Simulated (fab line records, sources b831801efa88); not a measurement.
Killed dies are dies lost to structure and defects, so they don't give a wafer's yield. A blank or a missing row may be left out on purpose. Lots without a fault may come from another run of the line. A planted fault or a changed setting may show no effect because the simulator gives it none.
fab line records | flow sky130
record lots=13 wafers=39 last_day=50
route steps=708 shown CAPM@538 VIA3@594 CAP2M@615 PAD_OPEN@708
lots that met no fault: from a run of the same line without faults
start_h: hours from the record's first day to the start of the lot's first wafer shown | wait_h: hours since the lot's step before | " the same as in the row above | L1.1+2: a row that stands for several wafers | - no value, or no start given | * or withheld: withheld | < > ~ a bound
route shown NAME@n: a module of which the file shows steps, and the number in the route of the first | usual: mean/standard deviation of fault-free wafers | same: alike in all rows | chamber/n: place in a boat | sites: the reading at each site | _std_site: their standard deviation | _edge_site: outer sites' mean less inner sites' | radius_mm: how far each site lies from the wafer's centre | mask NAME#n: copy n | behind: the tool/chamber that last shaped the wafer | hold: why the lot was held/for how many hours/how that ended | device: the transistor (n, p or np) that didn't switch | end of line: the same wafers' tests at the end of the route | a step without rows: its recipe alone | killed: dies lost to structure and defects at the first sort, not the wafer's yield | map: a wafer's dies, x killed, . not, _ none there
set.NAME: the setting as run; set.NAME@STEP: as run at that earlier step | model.NAME: the simulator's own value behind a step, which no gauge read
steps of the route over a sample of lots; a table a step, a row a wafer
services: from which hour (start_h, from the record's first day; less than 0 if before it) a tool's chamber was out of use, for how many hours, and why
## steps
# step SKY_CAPM_THK_MEAS_01
# recipe reads=SiO2_of_CAPM_CVD_00
# usual CAPM_CVD_00_THK=15.58/0.24
# columns lot.wafer tool chamber start_h wait_h CAPM_CVD_00_THK[nm]
L130.3 film_metro-02 - 857.28 - 15.17
L130.4 " - " " 15.61
L130.6 " - " " 15.58
L133.1 film_metro-04 - 899.33 - 15.59
L133.2 " - " " 15.29
L133.4 " - " " 15.91
L137.4 film_metro-04 - 943.77 - 15.54
L137.5 " - " " 15.40
L137.6 " - " " 15.86
L140.3 film_metro-04 - 944.83 - 15.54
L140.4 " - " " 15.84
L140.5 " - " " 16.50
L141.1 film_metro-01 - 948.39 - 15.62
L141.3 " - " " 15.60
L141.5 " - " " 15.79
L143.2 film_metro-04 - 952.27 - 15.21
L143.4 " - " " 15.77
L143.6 " - " " 15.64
L142.2 film_metro-01 - 955.55 - 15.67
L142.3 " - " " 15.44
L142.5 " - " " 15.63
L144.1 film_metro-02 - 964.66 - 15.36
L144.4 " - " " 15.86
L144.5 " - " " 15.51
L145.2 film_metro-02 - 967.73 - 15.54
L145.5 " - " " 15.78
L145.6 " - " " 15.67
L147.2 film_metro-01 - 990.59 - 15.73
L147.4 " - " " 15.88
L147.6 " - " " 15.84
L149.1 film_metro-01 - 991.72 - 15.38
L149.2 " - " " 15.08
L149.3 " - " " 15.24
L150.1 film_metro-02 - 1002.89 - 15.25
L150.2 " - " " 15.43
L150.5 " - " " 15.63
L151.1 film_metro-01 - 1005.83 - 15.61
L151.3 " - " " 15.21
L151.4 " - " " 15.85
# step SKY_VIA3_CVD_21
# recipe material=W target_thk_nm=390 time_s=117.31 temp_c=400 pressure_torr=40
# usual heater_power_w=840/65 susceptor_temp_C=399.98/0.22
# columns lot.wafer tool chamber start_h wait_h heater_power_w susceptor_temp_C
L130.3 cvd_w-01 1 938.12 0.1 943 400.40
L130.4 " 0 " " 793 400.27
L130.6 " 1 " " 954 400.20
L133.1 cvd_w-01 1 975.48 0.0 932 399.90
L133.2 " 0 " " 800 400.23
L133.4 " 1 " " 945 399.84
L137.4 cvd_w-02 0 1017.98 0.1 796 399.66
L137.5 " 0 " " 809 399.88
L137.6 " 1 " " 799 399.55
L140.3 cvd_w-02 0 1019.21 0.1 821 399.82
L140.4 " 1 " " 798 400.52
L140.5 " 1 " " 804 400.10
L141.1 cvd_w-02 1 1022.97 0.0 800 399.69
L141.3 " 1 " " 798 399.88
L141.5 " 1 " " 816 399.48
L143.2 cvd_w-02 1 1024.42 0.0 803 399.72
L143.4 " 1 " " 805 399.82
L143.6 " 1 " " 803 399.61
L142.2 cvd_w-02 1 1029.02 0.0 808 400.38
L142.3 " 0 " " 820 399.86
L142.5 " 1 " " 823 399.96
L144.1 cvd_w-02 0 1038.22 0.0 809 400.07
L144.4 " 0 " " 821 400.24
L144.5 " 1 " " 816 400.15
L145.2 cvd_w-02 1 1041.20 0.0 812 400.07
L145.5 " 0 " " 820 400.29
L145.6 " 1 " " 806 399.84
L147.2 cvd_w-02 1 1062.53 0.0 792 400.25
L147.4 " 0 " " 827 399.90
L147.6 " 1 " " 783 400.02
L149.1 cvd_w-01 1 1062.89 0.0 972 400.22
L149.2 " 0 " " 804 400.29
L149.3 " 0 " " 811 400.28
L150.1 cvd_w-01 0 1073.55 0.0 799 400.04
L150.2 " 1 " " 925 399.70
L150.5 " 0 " " 790 400.07
L151.1 cvd_w-01 1 1075.38 0.0 964 400.11
L151.3 " 1 " " 962 399.79
L151.4 " 0 " " 800 400.24
# step SKY_CAP2M_OVL_MEAS_12
# usual CAP2M_OVL=0.0/1.4
# columns lot.wafer tool chamber start_h wait_h CAP2M_OVL[nm]
L130.3 overlay-02 - 962.42 0.1 0.3
L130.4 " - " " 0.6
L130.6 " - " " -0.1
L133.1 overlay-01 - 1000.11 0.1 0.8
L133.2 " - " " 0.7
L133.4 " - " " 0.5
L137.4 overlay-01 - 1042.18 0.1 2.8
L137.5 " - " " 0.6
L137.6 " - " " 0.1
L140.3 overlay-01 - 1043.04 0.1 -1.5
L140.4 " - " " -0.7
L140.5 " - " " 0.7
L141.1 overlay-01 - 1045.46 0.1 0.9
L141.3 " - " " 0.9
L141.5 " - " " -0.6
L143.2 overlay-01 - 1046.96 0.1 0.4
L143.4 " - " " 1.1
L143.6 " - " " 0.7
L142.2 overlay-01 - 1051.36 0.1 -1.5
L142.3 " - " " 0.4
L142.5 " - " " 0.5
L144.1 overlay-02 - 1060.91 0.1 -1.3
L144.4 " - " " 2.0
L144.5 " - " " 1.2
L145.2 overlay-01 - 1063.81 0.1 -2.3
L145.5 " - " " -2.7
L145.6 " - " " -1.9
L147.2 overlay-01 - 1084.86 0.1 1.6
L147.4 " - " " 1.5
L147.6 " - " " 0.5
L149.1 overlay-02 - 1085.08 0.1 -1.0
L149.2 " - " " -0.5
L149.3 " - " " 0.4
L150.1 overlay-01 - 1094.41 0.1 -0.2
L150.2 " - " " -1.7
L150.5 " - " " -1.0
L151.1 overlay-01 - 1096.23 0.1 -1.3
L151.3 " - " " 0.5
L151.4 " - " " -3.6
# step SKY_CAP2M_STRIP_14
# recipe chemistry=O2/N2 power_w=1400 pressure_mtorr=1500 platen_temp_c=withheld o2_flow_sccm=3000 n2_flow_sccm=300 overash_fraction=0.5
# usual chamber_pressure_mTorr=1499.7/1.3 drypump_motor_current_A=5.6/0.35 oes_product_au=0.711/0.0047 strip_time_to_endpoint_s=12.64/0.049
# columns lot.wafer tool chamber start_h wait_h chamber_pressure_mTorr drypump_motor_current_A oes_product_au rf_hours_counter_h strip_time_to_endpoint_s
L130.3 plasma_asher-01 1 962.55 0.1 - - - - -
L130.4 " 0 " " - - - - -
L130.6 " 1 " " - - - - -
L133.1 plasma_asher-01 0 1000.22 0.1 - - - - -
L133.2 " 1 " " - - - - -
L133.4 " 1 " " - - - - -
L137.4 plasma_asher-01 0 1042.31 0.1 1500.5 5.9 0.713 - 12.67
L137.5 " 1 " " 1500.5 5.5 0.712 - 12.64
L137.6 " 0 " " 1498.5 5.9 0.711 - 12.70
L140.3 plasma_asher-01 0 1043.18 0.1 1500.8 5.9 0.722 - 12.60
L140.4 " 1 " " 1501.6 5.5 0.707 - 12.57
L140.5 " 0 " " 1500.4 6.0 0.712 - 12.59
L141.1 plasma_asher-01 0 1045.57 0.1 1498.5 6.0 0.707 119 12.59
L141.3 " 1 " " 1498.1 5.5 0.707 - 12.70
L141.5 " 0 " " 1497.6 6.0 0.713 - 12.67
L143.2 plasma_asher-02 0 1047.07 0.1 1499.5 5.0 0.711 96 12.68
L143.4 " 0 " " 1498.9 5.0 0.712 - 12.70
L143.6 " 1 " " 1500.0 5.5 0.710 - 12.65
L142.2 plasma_asher-01 0 1051.47 0.1 1499.1 6.0 0.716 119 12.72
L142.3 " 0 " " 1498.9 6.0 0.716 - 12.62
L142.5 " 1 " " 1499.0 5.5 0.710 - 12.71
L144.1 plasma_asher-04 0 1061.02 0.1 1502.4 6.2 0.709 61 12.51
L144.4 " 1 " " 1500.9 5.2 0.712 - 12.53
L144.5 " 0 " " 1498.4 6.2 0.707 - 12.67
L145.2 plasma_asher-04 1 1063.92 0.1 1500.1 5.2 0.710 61 12.59
L145.5 " 0 " " 1499.6 6.2 0.715 - 12.61
L145.6 " 1 " " 1499.3 5.2 0.701 - 12.65
L147.2 plasma_asher-04 1 1084.97 0.1 1501.0 5.2 0.717 63 12.56
L147.4 " 0 " " 1496.9 6.1 0.714 - 12.56
L147.6 " 0 " " 1501.8 6.2 0.710 - 12.60
L149.1 plasma_asher-01 1 1085.19 0.1 1499.3 5.5 0.709 2 12.55
L149.2 " 0 " " 1499.6 5.9 0.708 2 12.67
L149.3 " 0 " " 1500.8 5.9 0.707 - 12.59
L150.1 plasma_asher-02 1 1094.52 0.1 1500.9 5.5 0.709 101 12.67
L150.2 " 0 " " 1502.2 5.0 0.713 101 12.66
L150.5 " 1 " " 1498.6 5.5 0.703 - 12.68
L151.1 plasma_asher-02 0 1096.34 0.1 1501.2 5.0 0.706 101 12.58
L151.3 " 1 " " 1500.3 5.5 0.704 - 12.60
L151.4 " 0 " " 1497.3 5.0 0.706 - 12.67
# step SKY_PAD_OPEN_PROBE_99
# usual killed_at_M0_to_M3=43/7.5 killed_at_M4_up=2.8/1.8 killed_at_contacts=24/5.3 killed_at_front_end=14/4.2 killed_at_other=0.3/0.54 killed_dies=84/9.4 killed_on_rim=16/3.3 killed_open=46/7.1 killed_short=38/6.6
# same gross_dies=492 killed_at_back_side=0
# columns lot.wafer tool chamber start_h wait_h killed_at_M0_to_M3 killed_at_M4_up killed_at_contacts killed_at_front_end killed_at_other killed_dies killed_on_rim killed_open killed_short
L130.3 prober-01 - 1082.36 0.2 8 0 5 2 474 489 96 12 3
L130.4 prober-01 - 1082.41 0.2 16 2 5 6 462 491 96 19 10
L130.6 prober-01 - 1082.51 0.2 6 0 5 5 475 491 96 13 3
L133.1 prober-02 - 1115.43 0.1 7 0 9 1 474 491 95 7 10
L133.2 prober-02 - 1115.48 0.1 7 0 4 1 477 489 96 7 5
L133.4 prober-02 - 1115.58 0.2 10 1 7 6 464 488 96 12 12
# killed by level:class
L130.3 CAP2M:plasma_strip_residue=473 CONTACT:geometric_particle:open=3 VIA1:geometric_particle:open=3 VIA2:geometric_particle:open=3 FIELD_ISO:geometric_particle:open=1 POLY_GATE:geometric_particle:open=1 LI_CONTACT:geometric_particle:open=1 LOCAL_INTERCONNECT:geometric_particle:short=1
L130.4 CAP2M:plasma_strip_residue=462 VIA1:geometric_particle:open=5 VIA3:geometric_particle:open=5 CONTACT:geometric_particle:open=3 POLY_GATE:geometric_particle:short=2 LI_CONTACT:geometric_particle:open=2 VIA2:geometric_particle:short=2 METAL4:geometric_particle:short=2
L130.6 CAP2M:plasma_strip_residue=475 CONTACT:geometric_particle:open=3 VIA1:geometric_particle:open=3 FIELD_ISO:geometric_particle:open=2 LI_CONTACT:geometric_particle:open=2 VIA3:geometric_particle:open=2 FIELD_ISO:geometric_particle:short=1 SONOS_ONO:geometric_particle:short=1
L133.1 CAP2M:plasma_strip_residue=474 LI_CONTACT:geometric_particle:open=3 LOCAL_INTERCONNECT:geometric_particle:short=3 LI_CONTACT:geometric_particle:short=2 METAL1:geometric_particle:short=2 VIA1:geometric_particle:open=2 POLY_CUT:geometric_particle:short=1 CONTACT:geometric_particle:open=1
L133.2 CAP2M:plasma_strip_residue=477 VIA1:geometric_particle:open=3 CONTACT:geometric_particle:open=2 METAL2:geometric_particle:short=2 FIELD_ISO:geometric_particle:open=1 LOCAL_INTERCONNECT:geometric_particle:open=1 CONTACT:geometric_particle:short=1 METAL1:geometric_particle:short=1
L133.4 CAP2M:plasma_strip_residue=464 POLY_GATE:geometric_particle:open=4 CONTACT:geometric_particle:short=4 CONTACT:geometric_particle:open=3 VIA1:geometric_particle:open=2 METAL2:geometric_particle:short=2 VIA2:geometric_particle:open=2 FIELD_ISO:geometric_particle:short=1
## services
# columns tool chamber start_h hours kind
cvd_w-02 0 918.10 - clean
cvd_w-02 1 918.10 - clean
cvd_w-02 - 951.20 0.5 repair
plasma_asher-01 - 974.02 2.8 pm
plasma_asher-04 - 989.81 3.2 repair
cvd_w-01 - 1015.60 1.3 repair
plasma_asher-04 - 1042.11 15.6 pm
cvd_w-02 - 1042.83 2.8 pm
cvd_w-01 - 1052.85 0.5 repair
plasma_asher-01 - 1055.25 9.0 pm
plasma_asher-01 0 1055.25 9.0 vent_cycle
plasma_asher-01 1 1055.25 9.0 vent_cycle
plasma_asher-01 - 1057.84 0.8 repair
plasma_asher-01 0 1064.25 - clean
plasma_asher-01 1 1064.25 - clean
plasma_asher-01 - 1090.31 9.1 repair
## key
first_sign step=SKY_CAP2M_STRIP_14 reading=tool_record direction=missing
effect step=SKY_PAD_OPEN_PROBE_99 reading=killed_at_other direction=up sigmas=99+ usual=0.3 struck=471
met_at SKY_CAP2M_STRIP_14
struck_lots L130,L133
later_rows_left_out L130.3,L130.4,L130.6,L133.1,L133.2,L133.4
tester_left_out L133
not_acting_at SKY_CAPM_THK_MEAS_01,SKY_VIA3_CVD_21,SKY_CAP2M_OVL_MEAS_12
earlier_fault kind=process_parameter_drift tool=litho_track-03 chamber=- onset_h=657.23 steps=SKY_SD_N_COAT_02 channel=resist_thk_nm offset=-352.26 shape=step end_h=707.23 acts_in=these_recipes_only stated=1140
fault kind=skipped_step_whole tool=plasma_asher-01 chamber=- onset_h=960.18 steps=SKY_CAP2M_STRIP_14 scope=struck_lots_only
# tester_left_out: of these lots the tester's yield and bins aren't shown, on N5 and GAA mostly nor the transistor test; their killed dies are dies lost to structure and defects alone, not to doping, threshold or leakage, so they don't give the yield
# later_rows_left_out: the simulator's readings of these wafers behind a module that went badly wrong aren't trusted and aren't shown, but for the sort
